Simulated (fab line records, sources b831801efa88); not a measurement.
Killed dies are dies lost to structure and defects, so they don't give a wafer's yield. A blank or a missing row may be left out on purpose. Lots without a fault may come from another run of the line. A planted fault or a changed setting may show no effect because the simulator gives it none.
Which tool did it? | flow sky130 | 14 lots, 40 wafers sampled, at 5 steps of a route of 708

WHAT THE GAUGES READ, wafer by wafer
SKY_SONOS_TUNNEL_CD_MEAS_07: target cd 410 nm. Usual: cd_nm 409.1 nm, standard deviation 2.1.
lot  | measured     | on        | cd_nm (nm)        | flag
L808 | day 11 06:46 | cd_sem-02 | 410.4 410.9 409.7 |
L809 | day 11 16:07 | cd_sem-01 | 407.5 407.7 409.6 |
L811 | day 12 11:47 | cd_sem-01 | 407.8 408.4 408.1 |
L812 | day 12 14:47 | cd_sem-02 | 407.9 408.2 408.5 |
L814 | day 13 06:28 | cd_sem-01 | 406.4 405.7 406.2 |
L815 | day 13 11:58 | cd_sem-01 | 411.4 411.5 411.8 |
L816 | day 13 20:14 | cd_sem-02 | 408.3 406.5 407.8 |
L817 | day 14 00:17 | cd_sem-01 | 411.1 409.7 410.5 |
L819 | day 14 23:41 | cd_sem-01 | 409.1 409.8 408.8 |
L820 | day 15 07:04 | cd_sem-01 | 410.3 411.6 410.7 |
L825 | day 16 16:22 | cd_sem-01 | 412.1 410.8       |
L826 | day 16 22:16 | cd_sem-02 | 408.9 409.6 410.5 |
L828 | day 17 13:37 | cd_sem-01 | 411.9 410.0       |
L831 | day 18 11:44 | cd_sem-02 | 412.3 412.5 410.6 |

SKY_SONOS_ONO_CD_MEAS_13: target cd 410 nm. Usual: cd_nm 409.9 nm, standard deviation 2.3.
lot  | measured     | on        | cd_nm (nm)        | flag
L808 | day 12 13:23 | cd_sem-02 | 409.8 410.0 410.9 |
L809 | day 12 23:11 | cd_sem-01 | 413.8 412.0 411.2 |
L811 | day 13 20:41 | cd_sem-01 | 405.2 404.7 402.9 |
L812 | day 13 22:30 | cd_sem-02 | 409.8 409.0 409.8 |
L814 | day 14 13:13 | cd_sem-01 | 411.8 412.3 413.3 |
L815 | day 14 20:19 | cd_sem-02 | 411.4 409.8 411.7 |
L816 | day 15 05:33 | cd_sem-01 | 411.2 410.8 412.0 |
L817 | day 15 08:01 | cd_sem-02 | 407.3 411.5 412.1 |
L819 | day 16 11:35 | cd_sem-01 | 407.4 409.7 408.7 |
L820 | day 16 17:53 | cd_sem-02 | 406.3 406.4 406.8 |
L825 | day 18 04:23 | cd_sem-02 | 408.0 407.2       |
L826 | day 18 13:11 | cd_sem-01 | 412.9 411.9 409.8 |
L828 | day 19 05:02 | cd_sem-02 | 411.1 411.0       |
L831 | day 20 04:02 | cd_sem-01 | 413.4 414.6 412.6 |

SKY_GATE_OXIDE_THK_MEAS_02. Usual: GATE_OXIDE_OXIDATION_00_THK 10.37 nm, standard deviation 0.2.
lot  | measured     | on            | GATE_OXIDE_OXIDATION_00_THK (nm) | flag
L808 | day 12 19:18 | film_metro-03 | 10.34 10.10 10.20                |
L809 | day 13 02:56 | film_metro-03 | 10.68 10.42 10.38                |
L811 | day 14 00:11 | film_metro-02 | 9.95 9.94 10.05                  |
L812 | day 14 01:36 | film_metro-02 | 10.18 10.46 10.08                |
L814 | day 14 16:02 | film_metro-04 | 10.62 10.63 10.68                |
L815 | day 14 23:47 | film_metro-04 | 10.70 10.55 10.73                |
L816 | day 15 09:22 | film_metro-04 | 10.20 10.28 10.35                |
L817 | day 15 10:51 | film_metro-03 | 10.70 10.52 10.62                |
L819 | day 16 21:02 | film_metro-02 | 10.81 10.76 10.73                |
L820 | day 16 21:02 | film_metro-04 | 10.57 10.77 10.47                |
L825 | day 18 13:01 | film_metro-03 | 10.25 10.21                      |
L826 | day 18 20:10 | film_metro-03 | 10.46 10.15 10.22                |
L828 | day 19 06:56 | film_metro-03 | 10.36 10.41                      |
L831 | day 20 05:55 | film_metro-03 | 10.34 10.37 10.27                |

SKY_GATE_OXIDE_TW_MEAS_14. Usual: GATE_OXIDE_TW 225.8, standard deviation 1.9.
lot  | measured     | on            | GATE_OXIDE_TW     | flag
L808 | day 13 19:32 | film_metro-03 | 224.5 225.0 226.6 |
L809 | day 14 04:59 | film_metro-03 | 224.5 223.4 224.7 |
L811 | day 15 03:04 | film_metro-02 | 225.2 225.1 225.0 |
L812 | day 15 04:16 | film_metro-03 | 225.6 225.5 226.0 |
L814 | day 15 19:40 | film_metro-03 | 223.7 224.0 225.6 |
L815 | day 16 02:58 | film_metro-03 | 225.3 225.7 225.1 |
L816 | day 16 13:10 | film_metro-04 | 227.2 227.8 226.8 |
L817 | day 16 14:47 | film_metro-03 | 224.5 225.5 224.2 |
L819 | day 18 00:47 | film_metro-03 | 223.6 223.5 224.4 |
L820 | day 18 01:05 | film_metro-02 | 226.1 224.8 224.4 |
L825 | day 19 18:53 | film_metro-03 | 218.3 222.8       |
L826 | day 20 02:07 | film_metro-02 | 224.8 224.5 224.2 |
L828 | day 20 13:22 | film_metro-03 | 220.4 220.2       |
L831 | day 21 12:43 | film_metro-04 | 228.5 228.7 229.9 |

WHICH TOOL RAN EACH LOT (tool, then ch and the chambers of the sampled wafers, then the start)
lot  | SKY_GATE_OXIDE_IMPLANT_11
L808 | implanter-01 ch 0, day 13 19:10
L809 | implanter-02 ch 0, day 14 04:39
L811 | implanter-03 ch 0, day 15 02:43
L812 | implanter-03 ch 0, day 15 03:56
L814 | implanter-03 ch 0, day 15 19:19
L815 | implanter-03 ch 0, day 16 02:37
L816 | implanter-03 ch 0, day 16 12:50
L817 | implanter-02 ch 0, day 16 14:28
L819 | implanter-03 ch 0, day 18 00:27
L820 | implanter-01 ch 0, day 18 00:45
L825 | implanter-03 ch 0, day 19 18:32
L826 | implanter-02 ch 0, day 20 01:46
L828 | implanter-03 ch 0, day 20 13:01
L831 | implanter-02 ch 0, day 21 12:22
- SKY_GATE_OXIDE_IMPLANT_11

WHAT THE TOOLS THEMSELVES READ (means of the sampled wafers that have a number; where no wafer has one, the mark that the record gives instead)
SKY_GATE_OXIDE_IMPLANT_11. Usual: dose_ions_cm2 2.5999e+12, standard deviation 2.6e+09.
lot  | tool         | dose_ions_cm2 | flag
L808 | implanter-01 | 2.6017e+12    |
L809 | implanter-02 | 2.6003e+12    |
L811 | implanter-03 | 2.5987e+12    |
L812 | implanter-03 | 2.6008e+12    |
L814 | implanter-03 | 2.5967e+12    |
L815 | implanter-03 | 2.5999e+12    |
L816 | implanter-03 | 2.6019e+12    |
L817 | implanter-02 | 2.5991e+12    |
L819 | implanter-03 | 2.5966e+12    |
L820 | implanter-01 | 2.5988e+12    |
L825 | implanter-03 | 2.5971e+12    |
L826 | implanter-02 | 2.6031e+12    |
L828 | implanter-03 | 2.6006e+12    |
L831 | implanter-02 | 2.5967e+12    |

THE ANSWER, worked out from the rows above alone
Rule: a lot is off if the mean of its wafers that have a number lies more than 3 standard deviations from the usual mean. A lot without any number at a reading at which 4 lots or more have one is off too. The other lots that the step has rows for count as sound. The gauges are gone through in route order, then the tools' own readings, and for those a lot's mean is taken as printed above. The first step at which some lot is off is used, and at that step the reading that is off furthest; a lot without a number counts as furthest.
No lot is off at any reading shown: from this, nothing can be told.

WHAT THE SIMULATOR HAD PUT IN
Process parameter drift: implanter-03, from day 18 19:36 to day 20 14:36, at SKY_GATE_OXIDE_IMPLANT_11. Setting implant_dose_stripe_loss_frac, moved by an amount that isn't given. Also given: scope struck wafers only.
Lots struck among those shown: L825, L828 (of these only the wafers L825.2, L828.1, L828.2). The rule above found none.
